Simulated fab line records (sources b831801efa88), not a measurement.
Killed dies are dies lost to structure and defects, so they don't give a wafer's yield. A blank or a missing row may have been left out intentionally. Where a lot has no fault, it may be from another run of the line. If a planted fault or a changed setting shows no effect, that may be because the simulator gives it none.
fab line records    flow sky130
[record] lots = 6  wafers = 18  last_day = 50
route steps=708 shown SD_N@350 SD_P@359 RES_XHIGH@360 SALICIDE@361 LI_CONTACT@362
lots untouched by any fault: they come from a run of this same line in which no faults occurred
start_h: start of the lot's first displayed wafer, in hours after the record's first day    wait_h: hours from the lot's prior step to this one    " unchanged from the row above    L1.1+2: several wafers, shown together as one row    - value missing, or start not given    * or withheld: withheld    < > ~ a bound
route shown NAME@n: a module of which the file shows steps, and the number in the route of the first    usual: mean and standard deviation over wafers with no fault    same: alike in all rows    chamber/n: place in a boat    sites: each site's reading    _std_site: standard deviation across them    _edge_site: inner sites' mean taken away from outer sites' mean    radius_mm: how far each site lies from the wafer's centre    mask NAME#n: copy n    behind: the last tool/chamber to shape the wafer    hold: why the lot was held/for how many hours/how that ended    device: the transistor (n, p or np) that didn't switch    end of line: tests run on the same wafers once the route is complete    a step without rows: its recipe alone    killed: count of dies lost to structure and defects at first sort (not the wafer's yield)    map: a wafer's dies, x killed, . not, _ none there
set.NAME: the setting as run; set.NAME@STEP: as run at that earlier step    model.NAME: the simulator's own value behind a step, which no gauge read
a table for each step, a row for each wafer; lots at some steps of the route
services: the hour from which a tool's chamber was out of use, counted from the record's first day as start_h (under 0 if before that day), plus the number of hours and why
[[steps]]
[step SKY_SD_N_OVL_MEAS_08]
[usual] SD_N_OVL = -0.6/1.7
lot.wafer  tool        chamber  start_h  wait_h  SD_N_OVL[nm]
L169.2     overlay-02  -        670.19   0.1     -1.6
L169.3     "           -        "        "       -1.0
L169.4     "           -        "        "       -0.9
L168.1     overlay-01  -        671.88   0.1     2.6
L168.5     "           -        "        "       -1.9
L168.6     "           -        "        "       -0.1
L179.1     overlay-02  -        735.49   0.1     -4.1
L179.3     "           -        "        "       -5.0
L179.5     "           -        "        "       -4.5
L180.1     overlay-02  -        746.79   0.1     -3.2
L180.4     "           -        "        "       -1.9
L180.5     "           -        "        "       -1.7
L188.1     overlay-02  -        818.63   0.1     -0.4
L188.3     "           -        "        "       -0.8
L188.5     "           -        "        "       -1.2
L190.2     overlay-01  -        821.95   0.1     0.1
L190.3     "           -        "        "       0.9
L190.6     "           -        "        "       2.2
[step SKY_SD_N_IMPLANT_09]
[recipe] species = As  energy_kev = 50  dose_cm2 = 4e+15  tilt_deg = 0
[step SKY_SD_N_IMPLANT_10]
[recipe] species = P  energy_kev = 20  dose_cm2 = 1e+14  tilt_deg = 0
[step SKY_SD_N_STRIP_11]
[recipe] chemistry = O2/N2  power_w = 1400  pressure_mtorr = 1500  platen_temp_c = withheld  o2_flow_sccm = 3000  n2_flow_sccm = 300  overash_fraction = 0.5
[usual] drypump_motor_current_A = 5.8/0.55  oes_product_au = 0.527/0.005  strip_time_to_endpoint_s = 22.57/0.047
lot.wafer  tool             chamber  start_h  wait_h  drypump_motor_current_A  oes_product_au  rf_hours_counter_h  strip_time_to_endpoint_s
L169.2     plasma_asher-02  1        670.52   0.1     5.6                      0.525           19                  22.56
L169.3     "                1        "        "       5.6                      0.521           -                   22.60
L169.4     "                0        "        "       4.9                      0.536           -                   22.59
L168.1     plasma_asher-04  1        672.22   0.1     6.1                      0.530           101                 22.60
L168.5     "                0        "        "       5.8                      0.528           -                   22.60
L168.6     "                1        "        "       6.1                      0.524           -                   22.57
L179.1     plasma_asher-01  1        735.83   0.1     5.4                      0.529           64                  22.58
L179.3     "                1        "        "       5.5                      0.531           -                   22.54
L179.5     "                0        "        "       6.6                      0.525           -                   22.61
L180.1     plasma_asher-01  1        747.13   0.1     5.5                      0.531           65                  22.56
L180.4     "                1        "        "       5.5                      0.527           -                   22.56
L180.5     "                1        "        "       5.5                      0.527           -                   22.54
L188.1     plasma_asher-02  1        818.97   0.1     5.6                      0.539           34                  22.56
L188.3     "                1        "        "       5.6                      0.532           -                   22.56
L188.5     "                0        "        "       4.9                      0.529           -                   22.58
L190.2     plasma_asher-04  0        822.28   0.1     5.8                      0.515           8                   22.50
L190.3     "                1        "        "       6.1                      0.530           -                   22.48
L190.6     "                0        "        "       5.8                      0.524           -                   22.46
[step SKY_SD_N_TW_MEAS_12]
[usual] SD_N_TW = 3978/43
lot.wafer  tool           chamber  start_h  wait_h  SD_N_TW
L169.2     film_metro-03  -        670.63   0.1     4039
L169.3     "              -        "        "       4017
L169.4     "              -        "        "       4013
L168.1     film_metro-02  -        672.32   0.1     3994
L168.5     "              -        "        "       4006
L168.6     "              -        "        "       3992
L179.1     film_metro-04  -        735.93   0.1     3907
L179.3     "              -        "        "       3899
L179.5     "              -        "        "       3903
L180.1     film_metro-04  -        747.23   0.1     3961
L180.4     "              -        "        "       3963
L180.5     "              -        "        "       3972
L188.1     film_metro-04  -        819.07   0.1     3932
L188.3     "              -        "        "       3930
L188.5     "              -        "        "       3909
L190.2     film_metro-04  -        822.39   0.1     3932
L190.3     "              -        "        "       3924
L190.6     "              -        "        "       3927
[step SKY_SD_N_CLEAN_13]
[recipe] chemistry = SC1/SC2  mix = 1:4:20  temp_c = 70  time_s = 150  dry = n2_spin
[step SKY_SD_N_RTA_14]
[recipe] temp_c = 1075  time_s = 2  idle_temp_c = 650  ramp_up_c_per_s = 150  ramp_down_c_per_s = 90  ambient = N2
[usual] lamp_power_pct = 15.74/0.054  wafer_temp_C_max = 1078.1/1.4
lot.wafer  tool           chamber  start_h  wait_h  lamp_power_pct  wafer_temp_C_max
L169.2     rtp_anneal-02  0        670.74   0.0     15.75           1077.7
L169.3     "              0        "        "       15.72           1077.5
L169.4     "              0        "        "       15.73           1078.0
L168.1     rtp_anneal-01  0        672.43   0.0     15.76           1079.0
L168.5     "              0        "        "       15.70           1077.7
L168.6     "              0        "        "       15.78           1076.8
L179.1     rtp_anneal-02  0        736.05   0.0     15.64           1078.2
L179.3     "              0        "        "       15.76           1076.3
L179.5     "              0        "        "       15.66           1079.0
L180.1     rtp_anneal-01  0        747.34   0.0     15.88           1079.1
L180.4     "              0        "        "       15.64           1078.6
L180.5     "              0        "        "       15.74           1077.6
L188.1     rtp_anneal-01  0        819.18   0.0     15.74           1077.3
L188.3     "              0        "        "       15.79           1077.3
L188.5     "              0        "        "       15.75           1076.5
L190.2     rtp_anneal-01  0        822.50   0.0     15.72           1079.1
L190.3     "              0        "        "       15.81           1079.0
L190.6     "              0        "        "       15.63           1078.0
[step SKY_SD_N_RS_MEAS_16]
[recipe] thk_meas_gauge = four-point-probe
[usual] SD_N_RS = 68.60/0.12
lot.wafer  tool           chamber  start_h  wait_h  SD_N_RS[ohm/sq]
L169.2     film_metro-04  -        670.92   0.1     68.53
L169.3     "              -        "        "       68.62
L169.4     "              -        "        "       68.57
L168.1     film_metro-03  -        672.61   0.1     68.44
L168.5     "              -        "        "       68.66
L168.6     "              -        "        "       68.49
L179.1     film_metro-02  -        736.22   0.1     68.52
L179.3     "              -        "        "       68.46
L179.5     "              -        "        "       68.61
L180.1     film_metro-04  -        747.51   0.1     68.58
L180.4     "              -        "        "       68.53
L180.5     "              -        "        "       68.68
L188.1     film_metro-02  -        819.35   0.1     68.70
L188.3     "              -        "        "       68.64
L188.5     "              -        "        "       68.51
L190.2     film_metro-04  -        822.68   0.1     68.74
L190.3     "              -        "        "       68.44
L190.6     "              -        "        "       68.64
[step SKY_SD_N_RS_MEAS_17]
[recipe] thk_meas_gauge = four-point-probe
[usual] SD_P_RS = 147.2/0.42
lot.wafer  tool           chamber  start_h  wait_h  SD_P_RS[ohm/sq]
L169.2     film_metro-04  -        671.04   0.1     146.4
L169.3     "              -        "        "       146.8
L169.4     "              -        "        "       146.6
L168.1     film_metro-03  -        672.73   0.1     146.4
L168.5     "              -        "        "       147.0
L168.6     "              -        "        "       146.9
L179.1     film_metro-02  -        736.34   0.1     147.4
L179.3     "              -        "        "       147.2
L179.5     "              -        "        "       147.3
L180.1     film_metro-04  -        747.63   0.1     147.3
L180.4     "              -        "        "       147.7
L180.5     "              -        "        "       147.1
L188.1     film_metro-02  -        819.47   0.1     147.5
L188.3     "              -        "        "       147.4
L188.5     "              -        "        "       147.5
L190.2     film_metro-04  -        822.80   0.1     147.1
L190.3     "              -        "        "       147.2
L190.6     "              -        "        "       146.9
[step SKY_SD_N_RS_MEAS_18]
[recipe] thk_meas_gauge = four-point-probe
[usual] RES_XHIGH_RS = 333.7/1.2
lot.wafer  tool           chamber  start_h  wait_h  RES_XHIGH_RS[ohm/sq]
L169.2     film_metro-04  -        671.16   0.1     332.9
L169.3     "              -        "        "       332.0
L169.4     "              -        "        "       333.4
L168.1     film_metro-03  -        672.85   0.1     334.1
L168.5     "              -        "        "       333.7
L168.6     "              -        "        "       334.0
L179.1     film_metro-02  -        736.46   0.1     333.5
L179.3     "              -        "        "       333.1
L179.5     "              -        "        "       334.0
L180.1     film_metro-04  -        747.75   0.1     333.6
L180.4     "              -        "        "       332.2
L180.5     "              -        "        "       333.3
L188.1     film_metro-02  -        819.59   0.1     335.6
L188.3     "              -        "        "       335.3
L188.5     "              -        "        "       335.5
L190.2     film_metro-04  -        822.92   0.1     332.8
L190.3     "              -        "        "       332.9
L190.6     "              -        "        "       332.7
[step SKY_SALICIDE_CLEAN_00]
[recipe] chemistry = HF-last  time_s = 30  dilution = 100:1  dry = ipa_marangoni
[step SKY_LI_CONTACT_HDPCVD_00]
[recipe] material = PSG  target_thk_nm = 930  sigma_open_frac = 0.3  time_s = 155  temp_c = 600  sih4_flow_sccm = 60  pressure_mtorr = 6
[usual] susceptor_temp_C = 600.01/0.28
lot.wafer  tool       chamber  start_h  wait_h  susceptor_temp_C  model.PSG_of_LI_CONTACT_HDPCVD_00.thk_nm
L169.2     hdpcvd-02  0        671.28   0.0     599.70            942.4
L169.3     "          1        "        "       599.97            946.7
L169.4     "          1        "        "       600.17            937.6
L168.1     hdpcvd-01  2        672.98   0.0     600.65            943.8
L168.5     "          0        "        "       600.01            943.7
L168.6     "          1        "        "       600.38            952.1
L179.1     hdpcvd-01  2        736.60   0.0     600.13            1254
L179.3     "          1        "        "       599.99            929.5
L179.5     "          0        "        "       599.87            933.4
L180.1     hdpcvd-01  2        747.89   0.0     600.48            1259
L180.4     "          0        "        "       599.77            923.6
L180.5     "          1        "        "       600.31            925
L188.1     hdpcvd-01  1        819.73   0.0     600.32            954.1
L188.3     "          0        "        "       599.79            944.2
L188.5     "          2        "        "       600.31            959.5
L190.2     hdpcvd-01  1        823.04   0.0     599.50            934.6
L190.3     "          0        "        "       600.09            938.1
L190.6     "          2        "        "       599.96            946.2
[step SKY_LI_CONTACT_THK_MEAS_01]
[recipe] reads = PSG_of_LI_CONTACT_HDPCVD_00
[usual] LI_CONTACT_HDPCVD_THK = 938/10
lot.wafer  tool           chamber  start_h  wait_h  LI_CONTACT_HDPCVD_THK[nm]
L169.2     film_metro-03  -        671.39   0.1     942
L169.3     "              -        "        "       946
L169.4     "              -        "        "       938
L168.1     film_metro-02  -        673.09   0.1     944
L168.5     "              -        "        "       943
L168.6     "              -        "        "       951
L179.1     film_metro-02  -        736.70   0.1     1254
L179.3     "              -        "        "       930
L179.5     "              -        "        "       933
L180.1     film_metro-02  -        747.99   0.1     1260
L180.4     "              -        "        "       923
L180.5     "              -        "        "       925
L188.1     film_metro-03  -        819.83   0.1     955
L188.3     "              -        "        "       945
L188.5     "              -        "        "       960
L190.2     film_metro-04  -        823.15   0.1     934
L190.3     "              -        "        "       939
L190.6     "              -        "        "       946
[step SKY_LI_CONTACT_CMP_02]
[recipe] material = PSG  down_force_psi = 4  platen_rpm = 60  pad_velocity_m_s = 0.94248
[usual] edge_zone_pressure_frac = 0.999/0.0053  motor_current_A = 12.4/1.1  slurry_flow_ml_min = 149.9/0.47  time_to_endpoint_s = 31.7/2.6
lot.wafer  tool    chamber  start_h  wait_h  edge_zone_pressure_frac  motor_current_A  slurry_flow_ml_min  time_to_endpoint_s
L169.4     cmp-01  0        671.44   0.0     0.999                    15.3             149.4               31.6
L169.3     "       1        "        "       1.006                    13.4             149.9               32.2
L169.2     "       3        "        "       1.000                    11.5             150.0               32.6
L168.1     cmp-02  3        673.25   0.1     0.998                    12.4             149.8               28.4
L168.5     "       1        "        "       0.996                    12.0             149.1               29.9
L168.6     "       2        "        "       1.005                    11.5             150.6               37.6
L179.3     cmp-02  0        736.76   0.0     0.996                    12.8             149.9               36.5
L179.1     "       2        "        "       0.999                    10.8             150.5               66.2
L179.5     "       0        "        "       0.998                    12.9             150.6               33.0
L180.4     cmp-01  3        749.36   1.3     0.992                    11.8             150.3               29.9
L180.1     "       1        "        "       0.988                    13.7             150.0               62.0
L180.5     "       0        "        "       1.001                    15.0             150.3               30.5
L188.3     cmp-01  1        819.99   0.1     1.003                    13.0             150.3               32.3
L188.1     "       2        "        "       1.003                    12.3             150.5               34.2
L188.5     "       0        "        "       0.998                    14.1             149.1               39.2
L190.2     cmp-02  0        823.20   0.0     1.021                    12.4             149.2               30.7
L190.3     "       1        "        "       0.999                    12.4             150.1               29.2
L190.6     "       0        "        "       1.008                    12.8             149.5               33.1
[step SKY_LI_CONTACT_BOW_MEAS_03]
[recipe] mode = bow
[usual] LI_CONTACT_BOW = 57/6.5
lot.wafer  tool           chamber  start_h  wait_h  LI_CONTACT_BOW[um]
L169.2     film_metro-02  -        671.76   0.1     62
L169.3     "              -        "        "       60
L169.4     "              -        "        "       55
L168.1     film_metro-02  -        673.45   0.1     47
L168.5     "              -        "        "       52
L168.6     "              -        "        "       49
L179.1     film_metro-03  -        737.06   0.1     54
L179.3     "              -        "        "       61
L179.5     "              -        "        "       46
L180.1     film_metro-04  -        749.66   0.1     55
L180.4     "              -        "        "       61
L180.5     "              -        "        "       57
L188.1     film_metro-04  -        820.19   0.1     57
L188.3     "              -        "        "       59
L188.5     "              -        "        "       56
L190.2     film_metro-02  -        823.52   0.3     63
L190.3     "              -        "        "       57
L190.6     "              -        "        "       61
[[services]]
tool             chamber  start_h  hours  kind
hdpcvd-02        -        650.75   15.0   pm
hdpcvd-02        0        650.75   15.0   vent_cycle
hdpcvd-01        -        659.36   1.7    repair
hdpcvd-02        -        667.50   2.8    pm
hdpcvd-01        -        681.86   0.3    repair
plasma_asher-04  -        685.78   0.7    repair
hdpcvd-02        -        698.27   1.3    repair
cmp-02           -        701.06   6.2    pm
plasma_asher-01  -        705.27   3.0    repair
plasma_asher-04  -        733.75   9.0    pm
plasma_asher-04  0        733.75   9.0    vent_cycle
plasma_asher-04  1        733.75   9.0    vent_cycle
cmp-01           -        736.68   12.4   pm
plasma_asher-04  0        742.75   -      clean
plasma_asher-04  1        742.75   -      clean
cmp-02           -        744.03   4.0    pm
cmp-02           -        748.03   -      consumable_replace:conditioner
cmp-02           -        748.03   -      consumable_replace:pad
hdpcvd-02        -        772.96   1.3    repair
rtp_anneal-02    -        795.06   3.6    pm
cmp-01           -        799.63   12.3   pm
cmp-02           -        802.99   1.9    repair
plasma_asher-01  -        811.22   5.8    repair
cmp-01           -        821.26   1.0    repair
[[key]]
[first_sign] step = SKY_LI_CONTACT_THK_MEAS_01  reading = LI_CONTACT_HDPCVD_THK  direction = up  sigmas = 31  usual = 938  struck = 1257
[effect] step = SKY_LI_CONTACT_CMP_02  reading = time_to_endpoint_s  direction = up  sigmas = 13  usual = *  struck = *
[model_effect] step = SKY_LI_CONTACT_HDPCVD_00  value = PSG_of_LI_CONTACT_HDPCVD_00.thk_nm  without = 931.8  struck = 1257
met_at SKY_LI_CONTACT_HDPCVD_00
struck_wafers L179.1,L180.1
tester_left_out L179,L180
onset_between 672.98 736.60
[fault] kind = process_parameter_drift  tool = hdpcvd-01  chamber = 2  onset_h = 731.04  steps = SKY_LI_CONTACT_HDPCVD_00  channel = target_thk_nm  offset = 324.91  shape = step  end_h = 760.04  acts_in = these_recipes_only  stated = 930
// tester_left_out: of these lots the tester's yield and bins aren't shown, on N5 and GAA mostly nor the transistor test; their killed dies are dies lost to structure and defects alone, not to doping, threshold or leakage, so they don't give the yield
